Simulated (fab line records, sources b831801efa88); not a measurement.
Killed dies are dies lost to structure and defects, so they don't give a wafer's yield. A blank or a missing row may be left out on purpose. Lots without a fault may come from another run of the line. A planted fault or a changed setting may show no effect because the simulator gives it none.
One fault seen from 2 desks | flow gf180mcu | each desk has only its own numbers; what lay behind them comes last

THE METROLOGY DESK
What the gauges read, lot by lot, whatever tool the lot ran on: means of the sampled wafers that have a number. A lot is out of limits, marked OUT, if its mean lies more than 4 standard deviations from the usual mean; the brackets give that distance.
Columns: A = M2_ALCU_THK at GF_M2_THK_MEAS_06, usual 450 nm; B = M2_OVL at GF_M2_OVL_MEAS_15, usual 1 nm; C = V2_W_RS at GF_V2_RS_MEAS_24, usual 0.322 ohm/sq; D = V2_W_THK at GF_V2_THK_MEAS_25, usual 361 nm
lot  | first seen here | A   | B  | C                | D
L992 | day 18 08:33    | 454 | 5  | 0.317            | 364
L994 | day 19 02:52    | 446 | 1  | 0.310            | 379
L995 | day 19 13:24    | 450 | -2 | 0.280 (-9.3) OUT | 426 (+8.6) OUT
L996 | day 20 05:53    | 446 | 5  | 0.318            | 366
L997 | day 20 15:30    | 447 | 4  | 0.307            | 386
L105 | day 23 09:34    | 446 | 4  | 0.316            | 376
L107 | day 23 23:52    | 452 | -4 | 0.325            | 353
L109 | day 24 12:24    | 454 | 5  | 0.323            | 360
L110 | day 24 17:01    | 448 | 5  | 0.324            | 359
L111 | day 25 00:38    | 450 | -1 | 0.324            | 363
L112 | day 25 08:02    | 454 | 3  | 0.323            | 358
This desk's finding: out of limits on L995; first on L995, day 21 15:35 (V2_W_RS at GF_V2_RS_MEAS_24). In limits: L992, L994, L996, L997, L105, L107, L109, L110, L111, L112.

THE TOOL OWNER'S DESK: cvd_w-02
The tool's own readings at GF_V2_CVD_23 (deposits W, target thk 350 nm, time 104.94 s): means of the sampled wafers that have a number, for each lot that ran on this tool. A lot is out of limits, marked OUT, if its mean lies more than 4 standard deviations from the usual mean; the brackets give that distance.
Columns: A = heater_power_w at GF_V2_CVD_23, usual 848 W
lot  | first seen here | A
L992 | day 20 11:34    | 856
L994 | day 21 04:49    | 839
L995 | day 21 15:28    | 824
L997 | day 22 17:40    | 861
L107 | day 25 22:04    | 845
L109 | day 26 09:08    | 855
L110 | day 26 12:32    | 854
L111 | day 26 20:06    | 847
L112 | day 27 02:47    | 841
This desk's finding: nothing out of limits on any of the 9 lots.

PUT TOGETHER
The metrology desk could have raised an alarm at day 21 15:35, on L995.
The tool owner's desk saw nothing out of limits.
The tool owner's desk has L995 on record, within its limits.
Of the lots named, all ran GF_V2_CVD_23 on cvd_w-02.

WHAT THE SIMULATOR HAD PUT IN
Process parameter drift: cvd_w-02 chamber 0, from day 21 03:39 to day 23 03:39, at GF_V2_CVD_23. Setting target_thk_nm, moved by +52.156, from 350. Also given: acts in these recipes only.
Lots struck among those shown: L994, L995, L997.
Hours from the fault's start to each desk's first reading out of limits: the metrology desk, 12.
